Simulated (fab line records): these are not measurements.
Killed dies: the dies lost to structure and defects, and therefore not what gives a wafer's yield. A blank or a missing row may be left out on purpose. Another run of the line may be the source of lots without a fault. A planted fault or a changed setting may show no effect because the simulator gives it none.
Which of the tools did it? :: flow gf180mcu :: 15 lots, 45 wafers sampled, at 5 steps of a route of 602

== WHAT THE GAUGES READ, wafer by wafer ==
GF_HV_LDD_CD_MEAS_07: target cd 400 nm.
lot: L380
measured: day 9 17:26
on: cdSem-02
cdNm (nm): 399.4 398.9 398.6

lot: L381
measured: day 10 18:07
on: cdSem-01
cdNm (nm): 401.3 399.7 402.4

lot: L382
measured: day 11 01:51
on: cdSem-01
cdNm (nm): 394.7 397.8 397.4

lot: L383
measured: day 11 02:10
on: cdSem-02
cdNm (nm): 400.2 397.7 398.3

lot: L388
measured: day 12 22:19
on: cdSem-01
cdNm (nm): 398.1 396.5 398.8

lot: L390
measured: day 13 00:20
on: cdSem-01
cdNm (nm): 402.2 402.5 403.0

lot: L391
measured: day 13 09:51
on: cdSem-02
cdNm (nm): 404.4 401.2 401.5

lot: L392
measured: day 13 15:16
on: cdSem-02
cdNm (nm): 400.5 401.4 401.4

lot: L393
measured: day 14 05:27
on: cdSem-02
cdNm (nm): 401.5 402.2 400.1

lot: L394
measured: day 14 10:58
on: cdSem-02
cdNm (nm): 400.1 399.3 400.9

lot: L395
measured: day 14 18:36
on: cdSem-02
cdNm (nm): 400.1 401.3 399.9

lot: L397
measured: day 15 12:34
on: cdSem-02
cdNm (nm): 402.1 401.8 401.0

lot: L398
measured: day 16 00:04
on: cdSem-01
cdNm (nm): 404.8 405.0 404.2

lot: L401
measured: day 16 15:45
on: cdSem-02
cdNm (nm): 401.1 400.6 402.8

lot: L402
measured: day 16 20:07
on: cdSem-02
cdNm (nm): 400.5 401.5 398.3

GF_HV_LDD_OVL_MEAS_47.
lot: L380
measured: day 12 00:49
on: overlay-02
HV_LDD_03_OVL (nm): -1.2 -1.7 -0.2

lot: L381
measured: day 13 04:02
on: overlay-01
HV_LDD_03_OVL (nm): -1.4 -0.8 -3.0

lot: L382
measured: day 13 12:35
on: overlay-01
HV_LDD_03_OVL (nm): 0.6 2.6 0.9

lot: L383
measured: day 13 13:17
on: overlay-01
HV_LDD_03_OVL (nm): 0.0 1.1 0.7

lot: L388
measured: day 15 13:04
on: overlay-02
HV_LDD_03_OVL (nm): -0.6 -0.3 0.1

lot: L390
measured: day 15 16:19
on: overlay-01
HV_LDD_03_OVL (nm): 0.1 -1.8 -2.2

lot: L391
measured: day 16 02:29
on: overlay-01
HV_LDD_03_OVL (nm): 0.9 2.7 0.5

lot: L392
measured: day 16 06:28
on: overlay-02
HV_LDD_03_OVL (nm): -0.7 -1.4 -0.6

lot: L393
measured: day 17 00:46
on: overlay-01
HV_LDD_03_OVL (nm): -1.0 2.0 1.7

lot: L394
measured: day 17 04:53
on: overlay-02
HV_LDD_03_OVL (nm): 1.7 1.2 1.0

lot: L395
measured: day 17 14:02
on: overlay-02
HV_LDD_03_OVL (nm): -1.5 0.8 -0.3

lot: L397
measured: day 18 08:41
on: overlay-01
HV_LDD_03_OVL (nm): 3.2 1.4 -0.4

lot: L398
measured: day 18 21:41
on: overlay-01
HV_LDD_03_OVL (nm): -1.3 1.3 0.7

lot: L401
measured: day 19 15:47
on: overlay-01
HV_LDD_03_OVL (nm): -1.4 -2.1 -1.8

lot: L402
measured: day 19 19:59
on: overlay-02
HV_LDD_03_OVL (nm): -1.0 -2.2 -2.9

GF_NSD_OVL_MEAS_08.
lot: L380
measured: day 12 23:22
on: overlay-02
NSD_OVL (nm): -0.1 -0.5 0.5

lot: L381
measured: day 14 03:49
on: overlay-02
NSD_OVL (nm): -1.2 0.0 0.4

lot: L382
measured: day 14 13:22
on: overlay-01
NSD_OVL (nm): -1.0 -0.5 -1.7

lot: L383
measured: day 14 14:48
on: overlay-02
NSD_OVL (nm): -3.0 -0.9 -3.8

lot: L388
measured: day 16 15:29
on: overlay-02
NSD_OVL (nm): -0.7 -0.7 -1.3

lot: L390
measured: day 16 17:25
on: overlay-02
NSD_OVL (nm): 185.9 187.5 184.6 185.8 186.9 184.4

lot: L391
measured: day 17 04:28
on: overlay-01
NSD_OVL (nm): 186.2 185.6 186.0 185.9 185.3 185.6

lot: L392
measured: day 17 08:10
on: overlay-02
NSD_OVL (nm): 184.1 185.1 184.5 183.7 185.3 184.3

lot: L393
measured: day 18 03:34
on: overlay-01
NSD_OVL (nm): -0.2 0.5 1.0

lot: L394
measured: day 18 06:55
on: overlay-01
NSD_OVL (nm): 2.2 2.2 1.5

lot: L395
measured: day 18 17:17
on: overlay-02
NSD_OVL (nm): -0.1 -0.3 -3.6

lot: L397
measured: day 19 12:02
on: overlay-01
NSD_OVL (nm): -1.0 1.4 0.9

lot: L398
measured: day 20 01:55
on: overlay-02
NSD_OVL (nm): 0.1 1.3 -1.6

lot: L401
measured: day 20 19:04
on: overlay-02
NSD_OVL (nm): -2.5 -0.4 -0.1

lot: L402
measured: day 20 23:22
on: overlay-02
NSD_OVL (nm): -0.8 -2.9 0.6

GF_PSD_CD_MEAS_07: target cd 400 nm.
lot: L380
measured: day 13 19:48
on: cdSem-02
cdNm (nm): 401.1 399.2 399.6

lot: L381
measured: day 15 02:45
on: cdSem-01
cdNm (nm): 397.3 397.1 397.3

lot: L382
measured: day 15 10:55
on: cdSem-01
cdNm (nm): 401.5 402.6 402.6

lot: L383
measured: day 15 11:56
on: cdSem-01
cdNm (nm): 399.2 398.7 398.0

lot: L388
measured: day 17 14:28
on: cdSem-02
cdNm (nm): 397.6 398.7 399.1

lot: L393
measured: day 19 03:23
on: cdSem-01
cdNm (nm): 402.4 399.8 400.3

lot: L394
measured: day 19 07:28
on: cdSem-01
cdNm (nm): 400.9 399.1 400.9

lot: L395
measured: day 19 17:33
on: cdSem-02
cdNm (nm): 401.1 400.6 400.9

lot: L397
measured: day 20 12:31
on: cdSem-02
cdNm (nm): 397.8 397.6 397.2

lot: L398
measured: day 21 02:32
on: cdSem-02
cdNm (nm): 399.9 400.8 399.2

lot: L401
measured: day 21 19:05
on: cdSem-02
cdNm (nm): 405.0 405.0 403.1

lot: L402
measured: day 21 23:38
on: cdSem-02
cdNm (nm): 400.8 402.8 400.7

== TOOL THAT RAN EACH LOT (tool first, then ch and the chambers of the sampled wafers, then the start) ==
lot: L380
GF_NSD_EXPOSE_04: ilineStepper-01 ch 0, day 12 13:42

lot: L381
GF_NSD_EXPOSE_04: ilineStepper-02 ch 0, day 13 17:58

lot: L382
GF_NSD_EXPOSE_04: ilineStepper-01 ch 0, day 14 02:28

lot: L383
GF_NSD_EXPOSE_04: ilineStepper-02 ch 0, day 14 04:20

lot: L388
GF_NSD_EXPOSE_04: ilineStepper-02 ch 0, day 16 03:38

lot: L390
GF_NSD_EXPOSE_04: ilineStepper-01 ch 0, day 16 06:14

lot: L391
GF_NSD_EXPOSE_04: ilineStepper-01 ch 0, day 16 17:06

lot: L392
GF_NSD_EXPOSE_04: ilineStepper-01 ch 0, day 16 20:59

lot: L393
GF_NSD_EXPOSE_04: ilineStepper-02 ch 0, day 17 15:51

lot: L394
GF_NSD_EXPOSE_04: ilineStepper-02 ch 0, day 17 19:40

lot: L395
GF_NSD_EXPOSE_04: ilineStepper-02 ch 0, day 18 05:02

lot: L397
GF_NSD_EXPOSE_04: ilineStepper-02 ch 0, day 18 23:22

lot: L398
GF_NSD_EXPOSE_04: ilineStepper-02 ch 0, day 19 13:28

lot: L401
GF_NSD_EXPOSE_04: ilineStepper-02 ch 0, day 20 07:19

lot: L402
GF_NSD_EXPOSE_04: ilineStepper-02 ch 0, day 20 10:38
- GF_NSD_EXPOSE_04: exposes mask Nplus, target cd 400 nm.

== WHAT THE TOOLS THEMSELVES READ (means of the sampled wafers that have a number; where no wafer has one, the mark that the record gives instead) ==
GF_NSD_EXPOSE_04.
lot: L380
tool: ilineStepper-01
exposureDoseMJCm2: 139.93

lot: L381
tool: ilineStepper-02
exposureDoseMJCm2: 139.98

lot: L382
tool: ilineStepper-01
exposureDoseMJCm2: 140.06

lot: L383
tool: ilineStepper-02
exposureDoseMJCm2: 139.94

lot: L388
tool: ilineStepper-02
exposureDoseMJCm2: 140.11

lot: L390
tool: ilineStepper-01
exposureDoseMJCm2: 139.82

lot: L391
tool: ilineStepper-01
exposureDoseMJCm2: 140.01

lot: L392
tool: ilineStepper-01
exposureDoseMJCm2: 139.98

lot: L393
tool: ilineStepper-02
exposureDoseMJCm2: 140.13

lot: L394
tool: ilineStepper-02
exposureDoseMJCm2: 139.92

lot: L395
tool: ilineStepper-02
exposureDoseMJCm2: 140.02

lot: L397
tool: ilineStepper-02
exposureDoseMJCm2: 139.96

lot: L398
tool: ilineStepper-02
exposureDoseMJCm2: 140.01

lot: L401
tool: ilineStepper-02
exposureDoseMJCm2: 139.96

lot: L402
tool: ilineStepper-02
exposureDoseMJCm2: 139.86

== THE ANSWER, worked out from the rows above alone ==
Rule: the lots themselves supply what counts as usual. The widest of any qualifying gaps counts: lots, ordered by their means at a reading, are off when they make up no more than a third of the lots, leave a main group of 4 or more, and stand apart from it by 3 or more times the standard deviation of that group's means. The tables above print the reading to a certain number of digits; a main group whose means all agree to those digits is not used. A lot without any number at a reading at which 4 lots or more have one is off too. The other lots that the step has rows for count as sound. First the gauges in route order, then the tools' own readings, where a lot's mean is used as printed above. The first step at which some lot is off is used, and at that step the reading that is off furthest; a lot without a number counts as furthest.
Off: L390, L391, L392, seen at GF_NSD_OVL_MEAS_08 (NSD_OVL). Mean -0.5 nm and standard deviation 1.1 in the main group.
If a tool, at a process step before that reading, ran all the lots that are off and no sound lot after the first of them, it fits. Those tools and the gauges at GF_NSD_OVL_MEAS_08 are tried in the same way. One candidate fits, namely ilineStepper-01 at GF_NSD_EXPOSE_04. A fault onset in the window from L382 (day 14 02:28, its last sound lot) to L390 (day 16 06:14, its first lot off) fits.

== WHAT HAD BEEN PUT IN BY THE SIMULATOR ==
Scanner matching overlay: ilineStepper-01, from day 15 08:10 on, at GF_NSD_EXPOSE_04. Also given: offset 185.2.
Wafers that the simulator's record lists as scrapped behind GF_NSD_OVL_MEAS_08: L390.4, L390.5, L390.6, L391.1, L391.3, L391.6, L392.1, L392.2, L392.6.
Shown lots that were struck: L390, L391, L392. The same result came from the rule above.
